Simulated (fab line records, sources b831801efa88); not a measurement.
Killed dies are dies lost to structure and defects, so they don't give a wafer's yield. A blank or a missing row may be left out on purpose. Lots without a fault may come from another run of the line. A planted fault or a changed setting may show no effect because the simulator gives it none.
Which tool did it? | flow sky130 | 11 lots, 33 wafers sampled, at 2 steps of a route of 708

WHAT THE GAUGES READ, wafer by wafer
SKY_LI_CONTACT_THK_MEAS_01.
lot  | measured     | on            | LI_CONTACT_HDPCVD_THK (nm)
L987 | day 28 20:11 | film_metro-01 | 936 926 928
L988 | day 29 09:31 | film_metro-04 | 916 932 922
L990 | day 30 04:10 | film_metro-02 | 918 918 921
L991 | day 30 04:23 | film_metro-02 | 932 930 917
L992 | day 30 10:56 | film_metro-01 | 928 936 923
L994 | day 30 22:50 | film_metro-04 | 917 907 928
L996 | day 32 01:39 | film_metro-01 | 921 924 925
L100 | day 33 05:17 | film_metro-04 | 946 934 913
L101 | day 33 11:43 | film_metro-04 | 936 922 915
L102 | day 33 16:26 | film_metro-01 | 1561 1550 927
L103 | day 33 22:17 | film_metro-04 | 933 1558 1570

WHICH TOOL RAN EACH LOT (tool, then ch and the chambers of the sampled wafers, then the start)
lot  | SKY_LI_CONTACT_HDPCVD_00
L987 | hdpcvd-01 ch 1,2, day 28 20:04
L988 | hdpcvd-02 ch 0,1, day 29 09:25
L990 | hdpcvd-02 ch 0,1,2, day 30 04:04
L991 | hdpcvd-01 ch 1,2, day 30 04:17
L992 | hdpcvd-02 ch 0,1,2, day 30 10:50
L994 | hdpcvd-01 ch 0,1,2, day 30 22:43
L996 | hdpcvd-02 ch 0,1,2, day 32 01:32
L100 | hdpcvd-01 ch 0,1,2, day 33 05:11
L101 | hdpcvd-02 ch 0,1,2, day 33 11:38
L102 | hdpcvd-02 ch 1,2, day 33 16:19
L103 | hdpcvd-02 ch 0,1, day 33 22:11
- SKY_LI_CONTACT_HDPCVD_00: deposits PSG, target thk 930 nm, time 155 s.

THE ANSWER, worked out from the rows above alone
Rule: what is usual is taken from the lots themselves. Put in order of their means at a reading, lots are off if they are a third of the lots or fewer, leave a main group of 4 or more, and stand apart from it by a gap of 3 or more times the standard deviation of the main group's means; of several such gaps the widest counts. A main group whose means are all the same, to the digits that the tables above print for the reading, isn't used. A lot without any number at a reading at which 4 lots or more have one is off too. The other lots that the step has rows for count as sound.
Off: L102, L103, at SKY_LI_CONTACT_THK_MEAS_01 (LI_CONTACT_HDPCVD_THK). The main group: mean 925 nm, standard deviation 4.5.
A tool fits if, at a process step before that reading, it ran every lot that is off, and no sound lot after the first of them. The gauges at SKY_LI_CONTACT_THK_MEAS_01 are tried like those tools. One fits: hdpcvd-02 at SKY_LI_CONTACT_HDPCVD_00. Its last sound lot is L101 (day 33 11:38), its first lot that is off L102 (day 33 16:19): a fault that began between those two fits.

WHAT THE SIMULATOR HAD PUT IN
Process parameter drift: hdpcvd-02, from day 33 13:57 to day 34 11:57, at SKY_LI_CONTACT_HDPCVD_00. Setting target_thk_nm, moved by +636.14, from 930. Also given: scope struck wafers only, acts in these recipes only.
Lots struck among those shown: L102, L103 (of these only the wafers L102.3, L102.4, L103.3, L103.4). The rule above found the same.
